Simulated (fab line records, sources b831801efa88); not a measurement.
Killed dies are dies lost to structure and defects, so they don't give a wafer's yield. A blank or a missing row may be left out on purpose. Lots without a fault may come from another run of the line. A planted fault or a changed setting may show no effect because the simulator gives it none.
fab line records | flow sky130
record lots=14 wafers=42 last_day=50
route steps=708 shown CONTACT@406
lots that met no fault: from a run of the same line without faults
start_h: hours from the record's first day to the start of the lot's first wafer shown | wait_h: hours since the lot's step before | " the same as in the row above | L1.1+2: a row that stands for several wafers | - no value, or no start given | * or withheld: withheld | < > ~ a bound
route shown NAME@n: a module of which the file shows steps, and the number in the route of the first | usual: mean/standard deviation of fault-free wafers | same: alike in all rows | chamber/n: place in a boat | sites: the reading at each site | _std_site: their standard deviation | _edge_site: outer sites' mean less inner sites' | radius_mm: how far each site lies from the wafer's centre | mask NAME#n: copy n | behind: the tool/chamber that last shaped the wafer | hold: why the lot was held/for how many hours/how that ended | device: the transistor (n, p or np) that didn't switch | end of line: the same wafers' tests at the end of the route | a step without rows: its recipe alone | killed: dies lost to structure and defects at the first sort, not the wafer's yield | map: a wafer's dies, x killed, . not, _ none there
set.NAME: the setting as run; set.NAME@STEP: as run at that earlier step | model.NAME: the simulator's own value behind a step, which no gauge read
steps of the route over a sample of lots; a table a step, a row a wafer
services: from which hour (start_h, from the record's first day; less than 0 if before it) a tool's chamber was out of use, for how many hours, and why
## steps
# step SKY_CONTACT_CVD_00
# recipe material=Si3N4 target_thk_nm=75 temp_c=400 time_s=withheld rf_w=450
# usual heater_power_w=757/84
# columns lot.wafer tool chamber start_h wait_h heater_power_w
L260.3 pecvd-02 0 705.14 0.0 769
L260.5 " 1 " " 692
L260.6 " 2 " " 832
L261.2 pecvd-04 2 711.32 0.0 749
L261.3 " 1 " " 643
L261.6 " 2 " " 777
L263.2 pecvd-03 1 746.73 0.0 920
L263.3 " 1 " " 915
L263.4 " 2 " " 757
L267.1 pecvd-02 0 768.87 0.0 692
L267.4 " 2 " " 859
L267.6 " 1 " " 699
L268.2 pecvd-02 0 773.32 0.0 776
L268.3 " 1 " " 676
L268.6 " 0 " " 789
L269.3 pecvd-04 0 779.95 0.0 871
L269.4 " 1 " " 575
L269.5 " 2 " " 759
L273.2 pecvd-04 2 809.69 0.0 757
L273.4 " 0 " " 891
L273.6 " 1 " " 649
L275.2 pecvd-02 2 827.03 0.0 865
L275.3 " 0 " " 742
L275.5 " 2 " " 693
L276.1 pecvd-02 0 832.91 0.0 733
L276.2 " 1 " " 723
L276.4 " 1 " " 725
L277.1 pecvd-03 2 838.66 0.0 761
L277.2 " 0 " " 682
L277.4 " 0 " " 696
L278.1 pecvd-04 0 848.38 0.0 856
L278.2 " 2 " " 766
L278.6 " 0 " " 849
L279.3 pecvd-02 1 851.06 0.0 723
L279.4 " 1 " " 710
L279.5 " 2 " " 871
L280.3 pecvd-02 1 854.93 0.0 698
L280.4 " 2 " " 841
L280.5 " 0 " " 781
L282.2 pecvd-03 0 888.63 0.0 721
L282.5 " 0 " " 587
L282.6 " 1 " " 804
# step SKY_CONTACT_THK_MEAS_01
# recipe reads=Si3N4_of_CONTACT_CVD_00
# usual CONTACT_CVD_00_THK=75.4/1.3
# columns lot.wafer tool chamber start_h wait_h CONTACT_CVD_00_THK[nm]
L260.3 film_metro-01 - 705.19 - 74.6
L260.5 " - " " 75.7
L260.6 " - " " 78.6
L261.2 film_metro-03 - 711.36 - 72.9
L261.3 " - " " 73.8
L261.6 " - " " 73.7
L263.2 film_metro-03 - 746.79 - 75.4
L263.3 " - " " 76.0
L263.4 " - " " 75.1
L267.1 film_metro-01 - 768.90 - 73.9
L267.4 " - " " 77.7
L267.6 " - " " 75.1
L268.2 film_metro-03 - 773.36 - 74.2
L268.3 " - " " 74.4
L268.6 " - " " 75.1
L269.3 film_metro-03 - 780.00 - 74.5
L269.4 " - " " 75.6
L269.5 " - " " 74.1
L273.2 film_metro-04 - 809.73 - 72.9
L273.4 " - " " 75.7
L273.6 " - " " 74.5
L275.2 film_metro-01 - 827.07 - 76.7
L275.3 " - " " 73.8
L275.5 " - " " 77.2
L276.1 film_metro-03 - 832.95 - 74.7
L276.2 " - " " 75.7
L276.4 " - " " 76.2
L277.1 film_metro-03 - 838.71 - 75.2
L277.2 " - " " 74.4
L277.4 " - " " 76.4
L278.1 film_metro-04 - 848.41 - 74.8
L278.2 " - " " 74.0
L278.6 " - " " 75.6
L279.3 film_metro-04 - 851.12 - 75.9
L279.4 " - " " 75.7
L279.5 " - " " 78.1
L280.3 film_metro-03 - 854.98 - 74.7
L280.4 " - " " 78.1
L280.5 " - " " 75.1
L282.2 film_metro-01 - 888.67 - 74.6
L282.5 " - " " 76.6
L282.6 " - " " 77.4
# step SKY_CONTACT_BOW_MEAS_05
# recipe mode=bow
# usual CONTACT_BOW=81/7.4
# columns lot.wafer tool chamber start_h wait_h CONTACT_BOW[um]
L260.3 film_metro-01 - 705.70 0.1 88
L260.5 " - " " 78
L260.6 " - " " 82
L261.2 film_metro-04 - 711.90 0.3 89
L261.3 " - " " 96
L261.6 " - " " 77
L263.2 film_metro-03 - 747.31 0.1 86
L263.3 " - " " 74
L263.4 " - " " 78
L267.1 film_metro-01 - 769.39 0.2 92
L267.4 " - " " 98
L267.6 " - " " 72
L268.2 film_metro-01 - 773.86 0.3 92
L268.3 " - " " 84
L268.6 " - " " 79
L269.3 film_metro-04 - 780.51 0.2 83
L269.4 " - " " 73
L269.5 " - " " 91
L273.2 film_metro-03 - 810.26 0.2 84
L273.4 " - " " 80
L273.6 " - " " 84
L275.2 film_metro-01 - 827.57 0.3 85
L275.3 " - " " 77
L275.5 " - " " 77
L276.1 film_metro-01 - 833.48 0.1 90
L276.2 " - " " 83
L276.4 " - " " 73
L277.1 film_metro-03 - 839.20 0.2 86
L277.2 " - " " 74
L277.4 " - " " 59
L278.1 film_metro-01 - 848.90 0.2 66
L278.2 " - " " 80
L278.6 " - " " 67
L279.3 film_metro-03 - 851.63 0.3 79
L279.4 " - " " 79
L279.5 " - " " 77
L280.3 film_metro-01 - 855.49 0.1 79
L280.4 " - " " 87
L280.5 " - " " 75
L282.2 film_metro-04 - 889.17 0.2 77
L282.5 " - " " 70
L282.6 " - " " 80
# step SKY_CONTACT_DEVELOP_13
# recipe develop_time_s=60 resist=KrF-thick dev_temp_c=21
# usual chill_plate_temp_C=22.98/0.098 develop_time_s=60/0
# columns lot.wafer tool chamber start_h wait_h chill_plate_temp_C develop_time_s
L260.3 litho_track-03 0 732 - 22.89 60
L260.5 " 0 " " 23.06 60
L260.6 " 0 " " 22.96 60
L261.2 litho_track-04 0 739 - 23.04 60
L261.3 " 0 " " 22.93 60
L261.6 " 0 " " 23.05 60
L263.2 litho_track-01 0 774 - 22.89 60
L263.3 " 0 " " 22.84 60
L263.4 " 0 " " 22.90 60
L267.1 litho_track-01 - 795 - - -
L267.4 " - " " - -
L267.6 " - " " - -
L268.2 litho_track-03 - 800 - - -
L268.3 " - " " - -
L268.6 " - " " - -
L269.3 litho_track-03 0 807 - 22.94 60
L269.4 " 0 " " 23.03 60
L269.5 " 0 " " 23.12 60
L273.2 litho_track-03 0 836 - 22.98 60
L273.4 " 0 " " 22.82 60
L273.6 " 0 " " 22.89 60
L275.2 litho_track-03 0 854 - 22.90 60
L275.3 " 0 " " 23.08 60
L275.5 " 0 " " 23.08 60
L276.1 litho_track-04 0 859 - 22.93 60
L276.2 " 0 " " 22.97 60
L276.4 " 0 " " 22.90 60
L277.1 litho_track-03 0 865 - 23.04 60
L277.2 " 0 " " 23.12 60
L277.4 " 0 " " 23.01 60
L278.1 litho_track-01 0 875 - 23.28 60
L278.2 " 0 " " 22.86 60
L278.6 " 0 " " 22.94 60
L279.3 litho_track-04 0 877 - 22.99 60
L279.4 " 0 " " 23.14 60
L279.5 " 0 " " 23.06 60
L280.3 litho_track-03 0 881 - 22.85 60
L280.4 " 0 " " 22.79 60
L280.5 " 0 " " 22.93 60
L282.2 litho_track-01 0 914 - 22.98 60
L282.5 " 0 " " 22.95 60
L282.6 " 0 " " 23.02 60
## services
# columns tool chamber start_h hours kind
pecvd-02 2 721.70 7.4 repair
pecvd-03 0 737.58 16.5 scheduled_down
pecvd-03 - 761.73 2.8 pm
pecvd-04 1 761.74 5.5 scheduled_down
pecvd-02 - 782.04 28.1 pm
pecvd-02 - 817.30 1.0 repair
pecvd-04 - 818.11 21.8 repair
pecvd-03 1 818.12 - clean
pecvd-03 1 818.12 - consumable_replace:showerhead
pecvd-03 1 818.12 29.0 scheduled_down
pecvd-03 1 818.12 29.0 vent_cycle
pecvd-03 - 822.82 14.6 pm
pecvd-04 - 854.51 4.9 repair
pecvd-04 - 867.84 1.4 repair
pecvd-04 - 872.35 2.8 pm
pecvd-02 0 876.80 - clean
pecvd-02 0 876.80 29.5 scheduled_down
pecvd-02 0 876.80 29.5 vent_cycle
pecvd-02 - 906.63 5.5 pm
pecvd-02 - 912.46 0.8 repair
pecvd-04 2 913.85 5.5 scheduled_down
## key
first_sign step=SKY_CONTACT_DEVELOP_13 reading=tool_record direction=missing
effect none on later readings
met_at SKY_CONTACT_DEVELOP_13
struck_lots L267,L268
later_rows_left_out L267.1,L267.4,L267.6,L268.2,L268.3,L268.6
sort_left_out L267.1,L267.4,L267.6,L268.2,L268.3,L268.6
tester_left_out L267,L268
not_acting_at SKY_CONTACT_CVD_00,SKY_CONTACT_THK_MEAS_01,SKY_CONTACT_BOW_MEAS_05
onset_between 774 795
fault kind=skipped_step_whole tool=litho_track-01,litho_track-03 chamber=- onset_h=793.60 steps=SKY_CONTACT_DEVELOP_13 scope=struck_lots_only
# tester_left_out: of these lots the tester's yield and bins aren't shown, on N5 and GAA mostly nor the transistor test; their killed dies are dies lost to structure and defects alone, not to doping, threshold or leakage, so they don't give the yield
# sort_left_out: the simulated sort isn't trusted on such a fault, so these wafers' sort isn't shown, and their yield isn't known
# later_rows_left_out: the simulator's readings of these wafers behind a module that went badly wrong aren't trusted and aren't shown, but for the sort
